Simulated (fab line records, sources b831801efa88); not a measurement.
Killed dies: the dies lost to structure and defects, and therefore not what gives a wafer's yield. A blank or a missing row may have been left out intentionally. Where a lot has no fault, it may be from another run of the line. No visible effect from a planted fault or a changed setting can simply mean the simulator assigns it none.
Code-filled problem report in 8D (eight disciplines) form	flow sky130	the parts of the form that need people (team, actions taken, sign-off) are left out

== 1. THE ISSUE ==
run-length-s at SKY_POLY_GATE_ETCH_16 reads a mean of 164.6 s on 2 wafers of 2 lots; wafers without a fault read 175.8 s with a standard deviation of 0.49. Relative to the usual mean, that is a shift of -23 standard deviations.
The step: etches Si3N4 in CH3F/O2, stops on poly-Si, time 147.5 s, target depth 75 nm.
First observed at day 20 22:38: wafer L413.3, on rie-diel-02. The record holds 39 wafers of 13 lots with a number at this step. The rule behind "out" and "out of limits": a value lying over 4 standard deviations away from the usual mean. The other wafers with a number count as sound.

== 2. WHAT IT IS, WHAT IT ISN'T ==
question	is	is not
which readings at this step	run-length-s, oes-product-au	drypump-motor-current-A, throttle-valve-pct
which lots	L413, L414	L401, L404, L405, L406, L408, L411, L417, L419, L420, L423, L424
which wafers of those lots	L413.3, L414.3	L413.1, L413.4, L414.1, L414.6
read on which tools	rie-diel-02	rie-diel-03, rie-diel-04
when	from day 20 22:38	up to then (20 sound wafers); but 17 sound wafers of L414, L417, L419, L420, L423, L424 came after

== 3. WHAT RULES OUT EACH SUSPECT ==
Counting: a tool at a process step up to the reading stays a suspect if it ran every lot that is out. Sound lots after the first of them don't rule it out here, since some wafers of a struck lot are sound.
- rie-diel-02 at SKY_POLY_GATE_ETCH_16 (etches Si3N4 in CH3F/O2, stops on poly-Si, time 147.5 s, target depth 75 nm): kept. It processed each lot that is out (first: L413, day 20 22:38); up to then, its last sound lot is L411 (day 20 02:52). Out on those wafers are its own readings of oes-product-au, run-length-s.
- At SKY_POLY_GATE_ETCH_16, inside rie-diel-02: chamber 3 took the wafers that are out, while their sound lot-mates went through chambers 1, 2.
After counting, what remains is rie-diel-02 at SKY_POLY_GATE_ETCH_16.

== 4. THE CAUSE (what the simulator had put in) ==
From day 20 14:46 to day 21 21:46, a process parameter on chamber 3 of rie-diel-02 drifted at SKY_POLY_GATE_ETCH_16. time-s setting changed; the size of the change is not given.
Counting left only this tool.

== 5. THE CHAIN OF EFFECTS, in route order ==
Rows list readings where the struck wafers' mean (over those with a number) sits beyond 3 standard deviations from the usual. Only readings for which the record gives a usual standard deviation are gone through. hours: the time from each lot's start at the first step in this table that gives one to its start at this step, as a median over the lots. sigmas: the change in usual standard deviations.
hours	step	reading	usual	on struck wafers	change	sigmas
0	SKY_POLY_GATE_ETCH_16	oes-product-au	0.641 a.u.	0.677	+0.036	+6.8
0	SKY_POLY_GATE_ETCH_16	run-length-s	175.8 s	164.6	-11.2	-23
Here are the process steps it includes:
- SKY_POLY_GATE_ETCH_16: etches Si3N4 in CH3F/O2, stops on poly-Si, time 147.5 s, target depth 75 nm.

== 6. WHAT WOULD HAVE CAUGHT IT SOONER ==
In this record no reading fell out of limits until day 20 22:38, 8 hours after the fault had begun at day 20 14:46.
